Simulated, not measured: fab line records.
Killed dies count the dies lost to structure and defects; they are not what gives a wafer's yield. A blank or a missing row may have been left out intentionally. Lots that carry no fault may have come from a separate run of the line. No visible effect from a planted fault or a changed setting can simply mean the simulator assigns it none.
A single fault, viewed from 2 desks -- flow sky130 -- only its own numbers are on each desk; what lay behind them is given at the end

AT THE TOOL OWNER'S DESK: hdpcvd-01
The tool's own readings at SKY_VIA1_HDPCVD_00 (deposits SiO2, target thk 1030 nm, time 171.7 s): means of the sampled wafers that have a number, for each lot that ran on this tool. Marked OUT: a lot whose mean sits more than 4 standard deviations from the usual mean, which makes it out of limits; the brackets give that distance.
Columns: A = sih4_flow_sccm at SKY_VIA1_HDPCVD_00, usual 60.02 sccm
lot,first seen here,A
L327,day 33 04:17,59.82
L329,day 34 00:50,59.86
L334,day 35 19:09,60.12
L337,day 36 22:36,59.96
L342,day 38 08:55,54.00 (-35) OUT
L343,day 38 12:39,56.96 (-18) OUT
This desk's finding: out of limits on L342, L343; first on L342, day 38 08:55 (sih4_flow_sccm at SKY_VIA1_HDPCVD_00). L327, L329, L334, L337 stayed within limits.

THE METROLOGY DESK
What the gauges read for every lot (on any tool): the sampled wafers with a number, averaged. Marked OUT: a lot whose mean sits more than 4 standard deviations from the usual mean, which makes it out of limits; the brackets give that distance.
Columns: A = VIA1_HDPCVD_THK at SKY_VIA1_THK_MEAS_01, usual 1030 nm; B = cd_nm at SKY_VIA1_CD_MEAS_12, usual 148.9 nm
lot,first seen here,A,B
L327,day 33 04:23,1025,151.5
L328,day 33 13:53,1028,144.7
L329,day 34 00:57,1025,149.8
L330,day 34 15:15,1021,150.1
L331,day 35 00:20,1030,148.5
L333,day 35 06:42,1035,149.5
L334,day 35 19:17,1042,149.1
L337,day 36 22:43,1019,148.0
L342,day 38 09:02,928 (-11) OUT,150.3
L343,day 38 12:46,982 (-5.2) OUT,148.4
L350,day 40 02:29,1026,149.6
This desk's result: L342, L343 out of limits, first on L342 (VIA1_HDPCVD_THK at SKY_VIA1_THK_MEAS_01), day 38 09:02. L327, L328, L329, L330, L331, L333, L334, L337, L350 stayed within limits.

TAKEN TOGETHER
At day 38 08:55, on L342, L343, the tool owner's desk was in a position to raise an alarm.
L342, L343 would have let the metrology desk raise an alarm at day 38 09:02.
SKY_VIA1_HDPCVD_00 was run on hdpcvd-01 by each of the lots named.

WHAT THE SIMULATOR HAD PUT IN
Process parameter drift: hdpcvd-01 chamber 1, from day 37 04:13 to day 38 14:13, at SKY_VIA1_HDPCVD_00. Setting sih4_flow_sccm, moved by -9, from 60. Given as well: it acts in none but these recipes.
Shown lots that were struck: L342, L343.
Delay (hours) between the fault's onset and each desk's first out-of-limits reading: 29 at the tool owner's desk, 29 at the metrology desk.
